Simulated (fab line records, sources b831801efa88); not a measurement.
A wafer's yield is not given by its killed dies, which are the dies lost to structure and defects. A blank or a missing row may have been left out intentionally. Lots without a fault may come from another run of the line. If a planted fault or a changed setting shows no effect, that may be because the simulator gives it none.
fab line records	flow sfq_line
[record] lots = 6	wafers = 18	last_day = 92
route steps=325 shown M6@265 I6@266
lots that met no fault: from a run of the same line without faults
start_h: hours from the record's first day to the start of the lot's first wafer shown	wait_h: hours from the lot's prior step to this one	" same as the row above	L1.1+2: one row covering several wafers at once	- no value, or no start was given	* or withheld: withheld	< > ~ a bound
route shown NAME@n: NAME is a module with steps in the file, n the number in the route of the first one	usual: the fault-free wafers' mean and standard deviation	same: alike in all rows	chamber/n: place in a boat	sites: per-site readings	_std_site: the standard deviation of these	_edge_site: the outer-site mean with the inner-site mean subtracted	radius_mm: for every site, how far away it sits from the centre of the wafer	mask NAME#n: copy n	behind: the tool/chamber that last shaped the wafer	hold: what put the lot on hold/how long, in hours/how the hold closed	device: the n, p or np transistor that did not switch	end of line: the same wafers' tests at the end of the route	where a step has no rows: the recipe by itself	killed: at the first sort, the dies lost to defects and structure; wafer yield is something else	map: a wafer's dies, marking killed ones x, the rest . and places with no die _
set.NAME: the setting that was run; set.NAME@STEP: the one run at that earlier step	model.NAME: the simulator's own value behind a step, which no gauge read
a table for each step, a row for each wafer; lots at some steps of the route
services: the hour from which a tool's chamber was out of use, counted from the record's first day as start_h (under 0 if before that day), plus the number of hours and why
[[steps]]
[step SFQ_TRILAYER_M6_STRIP_SOLV_CLEAN_164]
[recipe] chemistry = NMP	temp_c = 70	time_s = 600
[step SFQ_TRILAYER_I6_DEP_PECVD_165]
[recipe] material = SiO2	temp_c = 150	time_s = 111.11	pressure_torr = 2.4	rf_w = 183.3	precursor = SiH4/N2O	target_thk_nm = 500
[usual] heater_power_w = 81/16	throttle_valve_pct = 24.5/1.3
lot.wafer	tool	chamber	start_h	wait_h	heater_power_w	throttle_valve_pct
L403.1	pecvd-02	1	1837.08	0.0	65	25.2
L403.2	"	0	"	"	67	25.7
L403.5	"	1	"	"	68	25.4
L410.1	pecvd-04	2	1853.90	0.0	69	22.8
L410.2	"	1	"	"	59	23.7
L410.4	"	0	"	"	84	22.7
L421.2	pecvd-02	0	1904.74	0.0	69	25.8
L421.3	"	2	"	"	68	24.8
L421.4	"	1	"	"	78	25.2
L422.1	pecvd-04	1	1912.53	0.0	62	23.8
L422.4	"	1	"	"	67	23.8
L422.6	"	2	"	"	82	22.9
L423.1	pecvd-02	0	1913.73	0.0	71	25.8
L423.3	"	2	"	"	70	24.5
L423.5	"	1	"	"	80	25.3
L424.3	pecvd-04	1	1918.39	0.0	65	24.0
L424.4	"	0	"	"	93	22.8
L424.5	"	0	"	"	92	22.8
[step SFQ_TRILAYER_I6_CMP_CMP_166]
[recipe] material = SiO2	down_force_psi = 3	platen_rpm = 60	pad_velocity_m_s = 0.94248
[usual] motor_current_A = 9.7/0.6	slurry_flow_ml_min = 150.1/0.43	time_to_endpoint_s = 216/6.7
lot.wafer	tool	chamber	start_h	wait_h	motor_current_A	slurry_flow_ml_min	time_to_endpoint_s
L403.2	cmp-02	3	1839.64	2.5	9.9	150.3	202
L403.1	"	0	"	"	10.7	150.0	210
L403.5	"	3	1841.64	4.5	9.5	150.4	211
L410.4	cmp-02	1	1857.37	3.4	9.8	149.7	219
L410.2	"	2	"	"	9.5	149.7	223
L410.1	"	3	"	"	10.1	149.8	216
L421.2	cmp-02	1	1904.82	0.0	9.8	149.9	206
L421.3	"	2	"	"	10.2	150.7	228
L421.4	"	3	"	"	9.3	149.7	218
L422.1	cmp-01	1	1913.11	0.5	9.4	149.9	209
L422.4	"	2	"	"	9.1	149.7	226
L422.6	"	0	1914.61	2.0	9.8	149.9	222
L423.1	cmp-02	1	1915.23	1.5	9.5	149.7	206
L423.3	"	2	"	"	9.5	149.5	217
L423.5	"	0	1916.73	2.9	10.6	150.5	222
L424.3	cmp-02	3	1920.16	1.7	9.4	149.8	215
L424.4	"	1	1921.16	2.7	10.1	150.6	215
L424.5	"	0	1922.66	4.2	10.3	149.9	220
[step SFQ_I6_BOW_MEAS_941]
[recipe] mode = bow
[usual] I6_BOW = 6/10
lot.wafer	tool	chamber	start_h	wait_h	I6_BOW[um]
L403.1	film_metro-01	-	1842.14	1.5	0
L403.2	"	-	"	"	15
L403.5	"	-	"	"	16
L410.1	film_metro-01	-	1860.37	1.5	-10
L410.2	"	-	"	"	-2
L410.4	"	-	"	"	-4
L421.2	film_metro-03	-	1907.84	2.5	9
L421.3	"	-	"	"	20
L421.4	"	-	"	"	20
L422.1	film_metro-01	-	1915.61	2.0	-23
L422.4	"	-	"	"	-16
L422.6	"	-	"	"	-6
L423.1	film_metro-03	-	1917.23	1.5	-3
L423.3	"	-	"	"	-16
L423.5	"	-	"	"	-13
L424.3	film_metro-02	-	1923.20	2.5	26
L424.4	"	-	"	"	17
L424.5	"	-	"	"	21
[step SFQ_TRILAYER_I6_METRO_MEASURE_167]
[usual] thk_nm = 200.1/1.1
lot.wafer	tool	chamber	start_h	wait_h	thk_nm
L403.1	film_metro-01	-	1842.26	0.1	200.3
L403.2	"	-	"	"	199.5
L403.5	"	-	"	"	200.7
L410.1	film_metro-01	-	1860.49	0.1	198.9
L410.2	"	-	"	"	200.9
L410.4	"	-	"	"	199.1
L421.2	film_metro-03	-	1908.14	0.3	200.1
L421.3	"	-	"	"	202.0
L421.4	"	-	"	"	200.0
L422.1	film_metro-01	-	1915.73	0.1	199.7
L422.4	"	-	"	"	200.7
L422.6	"	-	"	"	200.2
L423.1	film_metro-03	-	1917.35	0.1	199.8
L423.3	"	-	"	"	201.8
L423.5	"	-	"	"	201.2
L424.3	film_metro-02	-	1923.68	0.5	199.3
L424.4	"	-	"	"	198.3
L424.5	"	-	"	"	199.3
[step SFQ_TRILAYER_I6_VIA_LITHO_COAT_174]
[recipe] resist = BARC	spin_rpm = 3000	resist_thk_nm = 62
[step SFQ_TRILAYER_I6_VIA_LITHO_COAT_169]
[recipe] resist = KrF	spin_rpm = 3000	resist_thk_nm = 650
[step SFQ_TRILAYER_I6_VIA_LITHO_SOFTBAKE_173]
[recipe] temp_c = withheld	time_s = withheld	resist = KrF
[step SFQ_TRILAYER_I6_VIA_LITHO_EXPOSE_170]
[recipe] mask_id = I6	na = 0.6	source_shape = conventional	sigma_outer = 0.65	target_cd_nm = 700	dose_mj = 21.3
[step SFQ_TRILAYER_I6_VIA_LITHO_PEB_172]
[recipe] peb_temp_c = 115	peb_time_s = 60	resist = KrF
[step SFQ_TRILAYER_I6_VIA_LITHO_DEVELOP_171]
[recipe] time_s = 60	resist = KrF
[step SFQ_I6_OVL_MEAS_942]
[usual] I6_OVL = 0/5.7
lot.wafer	tool	chamber	start_h	wait_h	I6_OVL[nm]
L403.1	overlay-02	-	1856.16	0.1	-6
L403.2	"	-	"	"	-5
L403.5	"	-	"	"	-11
L410.1	overlay-01	-	1953.80	0.1	-1
L410.2	"	-	"	"	6
L410.4	"	-	"	"	2
L421.2	overlay-02	-	2009.01	0.1	-5
L421.3	"	-	"	"	5
L421.4	"	-	"	"	-2
L422.1	overlay-02	-	2013.80	0.1	2
L422.4	"	-	"	"	12
L422.6	"	-	"	"	20
L423.1	overlay-02	-	2016.20	0.1	8
L423.3	"	-	"	"	3
L423.5	"	-	"	"	7
L424.3	overlay-02	-	2021.01	0.1	-3
L424.4	"	-	"	"	3
L424.5	"	-	"	"	-2
[step SFQ_TRILAYER_I6_VIA_BARC_OPEN_VIA_ETCH_235]
[recipe] mask_material = PR	chemistry = O2	target_depth_nm = 125	target = BARC	source_w = 500	bias_w = 80	pressure_mtorr = 30	time_s = 41.7
[usual] drypump_motor_current_A = 5.9/0.54	oes_product_au = 0.685/0.004	run_length_s = 69.8/0.4
lot.wafer	tool	chamber	start_h	wait_h	drypump_motor_current_A	oes_product_au	rf_hours_counter_h	run_length_s	model.KrF_of_TRILAYER_I6_VIA_LITHO_COAT_169.thk_nm
L403.1	rie_diel-04	0	1856.19	0.0	5.2	0.694	11	69.5	574.9
L403.2	"	2	"	"	6.3	0.688	10	69.4	575.9
L403.5	"	3	"	"	5.8	0.686	-	69.9	573.9
L410.1	rie_diel-03	0	1953.84	0.0	6.4	0.682	14	69.8	572
L410.2	"	3	"	"	6.7	0.691	16	69.8	571.4
L410.4	"	2	"	"	5.8	0.682	11	70.8	573.3
L421.2	rie_diel-04	1	2009.04	0.0	6.4	0.904	2	58.1	587.4
L421.3	"	0	"	"	5.2	0.895	14	57.6	587.2
L421.4	"	3	"	"	5.8	0.896	19	58.0	589
L422.1	rie_diel-04	3	2013.84	0.0	5.8	0.888	20	58.0	587.8
L422.4	"	1	"	"	6.4	0.891	3	58.0	585.2
L422.6	"	1	"	"	6.4	0.891	-	57.8	585.3
L423.1	rie_diel-02	0	2016.24	0.0	5.0	0.684	8	70.2	572.4
L423.3	"	3	"	"	5.6	0.679	7	69.2	573.1
L423.5	"	3	"	"	5.6	0.691	-	69.3	571.6
L424.3	rie_diel-02	0	2021.04	0.0	5.0	0.685	8	69.6	574.8
L424.4	"	1	"	"	5.7	0.686	14	69.9	574.6
L424.5	"	0	"	"	5.0	0.692	-	70.0	576.7
[step SFQ_TRILAYER_I6_VIA_ETCH_VIA_ETCH_172]
[recipe] target = SiO2	stop_on = Nb	mask_material = PR	taper_deg = 20	chemistry = CHF3	target_depth_nm = 260	source_w = 500	bias_w = 80	pressure_mtorr = 30	time_s = withheld
[usual] drypump_motor_current_A = 5.9/0.54	oes_product_au = 0.855/0.0057
lot.wafer	tool	chamber	start_h	wait_h	drypump_motor_current_A	oes_product_au	model.KrF_of_TRILAYER_I6_VIA_LITHO_COAT_169.thk_nm
L403.1	rie_diel-04	0	1856.23	0.0	5.2	0.861	530.2
L403.2	"	2	"	"	6.2	0.849	531.2
L403.5	"	3	"	"	5.8	0.845	529.4
L410.1	rie_diel-03	0	1953.88	0.0	6.4	0.859	527
L410.2	"	3	"	"	6.7	0.857	525.7
L410.4	"	2	"	"	5.8	0.851	528.1
L421.2	rie_diel-04	1	2009.08	0.0	6.4	0.849	542.4
L421.3	"	0	"	"	5.2	0.867	542
L421.4	"	3	"	"	5.8	0.856	544.4
L422.1	rie_diel-04	3	2013.88	0.0	5.7	0.855	543.7
L422.4	"	1	"	"	6.4	0.853	540.8
L422.6	"	1	"	"	6.4	0.855	540.7
L423.1	rie_diel-02	0	2016.28	0.0	5.0	0.847	527.3
L423.3	"	3	"	"	5.6	0.869	528
L423.5	"	3	"	"	5.6	0.847	526.4
L424.3	rie_diel-02	0	2021.08	0.0	5.0	0.864	529.8
L424.4	"	1	"	"	5.8	0.844	529.8
L424.5	"	0	"	"	5.0	0.860	531.8
[step SFQ_TRILAYER_I6_VIA_STRIP_STRIP_173]
[recipe] gas = O2	power_w = 200	platen_temp_c = 40	overash_fraction = 0.65	chemistry = O2	pressure_mtorr = 50
[usual] drypump_motor_current_A = 5.37/0.24	oes_product_au = 0.996/0.012
[same] overash_fraction = 0.65
lot.wafer	tool	chamber	start_h	wait_h	drypump_motor_current_A	oes_product_au	rf_hours_counter_h
L403.1	rie_metal-04	0	1856.35	-	5.08	1.010	117
L403.2	"	1	"	"	5.31	0.980	79
L403.5	"	1	"	"	5.32	0.983	-
L410.1	rie_metal-01	0	1953.99	-	5.84	0.997	19
L410.2	"	1	"	"	5.37	1.002	38
L410.4	"	0	"	"	5.80	0.993	-
L421.2	rie_metal-04	1	2009.39	-	5.32	0.976	-
L421.3	"	1	"	"	5.31	0.981	-
L421.4	"	1	"	"	5.30	0.986	-
L422.1	rie_metal-04	1	2013.99	-	5.29	0.982	103
L422.4	"	1	"	"	5.28	0.981	-
L422.6	"	1	"	"	5.28	0.995	-
L423.1	rie_metal-01	1	2016.39	-	5.38	1.006	47
L423.3	"	0	"	"	5.84	0.985	-
L423.5	"	1	"	"	5.39	1.009	-
L424.3	rie_metal-01	0	2021.39	-	5.86	0.987	-
L424.4	"	1	"	"	5.39	0.992	-
L424.5	"	1	"	"	5.38	0.995	-
[[services]]
tool	chamber	start_h	hours	kind
pecvd-02	2	1813.82	5.4	repair
pecvd-02	1	1813.93	12.2	repair
pecvd-02	-	1821.95	6.0	pm
pecvd-04	-	1845.09	0.5	repair
film_metro-01	-	1877.00	0.3	pm
film_metro-01	-	1877.32	2.8	pm
rie_diel-02	1	1879.45	7.3	repair
rie_metal-04	-	1887.24	1.9	repair
cmp-02	-	1888.61	2.6	repair
rie_metal-04	1	1889.41	12.1	repair
pecvd-04	2	1915.20	9.0	repair
pecvd-04	-	1943.39	0.3	repair
cmp-02	-	1957.32	5.1	pm
cmp-02	-	1962.52	0.8	repair
rie_diel-02	-	1964.00	1.5	repair
rie_diel-02	-	1965.03	0.7	repair
rie_diel-02	-	1971.64	0.8	repair
film_metro-01	-	1974.56	1.7	pm
rie_metal-01	-	1977.70	1.4	pm
rie_diel-02	-	1978.82	0.4	repair
rie_metal-04	0	1979.66	8.0	repair
film_metro-01	-	1984.36	0.7	pm
rie_metal-04	0	1997.42	15.0	repair
rie_diel-02	-	2001.17	2.0	repair
[[key]]
[first_sign] step = SFQ_TRILAYER_I6_VIA_BARC_OPEN_VIA_ETCH_235	reading = oes_product_au	direction = up	sigmas = 52	usual = 0.685	struck = 0.894
[effect] step = SFQ_TRILAYER_I6_VIA_BARC_OPEN_VIA_ETCH_235	reading = run_length_s	direction = down	sigmas = 30	usual = *	struck = *
[model_effect] step = SFQ_TRILAYER_I6_VIA_BARC_OPEN_VIA_ETCH_235	value = KrF_of_TRILAYER_I6_VIA_LITHO_COAT_169.thk_nm	without = 572.1	struck = 587
[model_effect] step = SFQ_TRILAYER_I6_VIA_ETCH_VIA_ETCH_172	value = KrF_of_TRILAYER_I6_VIA_LITHO_COAT_169.thk_nm	without = 527.5	struck = 542.3
met_at SFQ_TRILAYER_I6_VIA_BARC_OPEN_VIA_ETCH_235
struck_wafers L421.2,L421.3,L421.4,L422.1,L422.4,L422.6
onset_between 1856.19 2009.04
[fault] kind = process_parameter_drift	tool = rie_diel-04	chamber = -	onset_h = 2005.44	steps = SFQ_TRILAYER_I6_VIA_BARC_OPEN_VIA_ETCH_235	channel = time_s	offset = *	shape = step	end_h = 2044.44	acts_in = *	stated = *
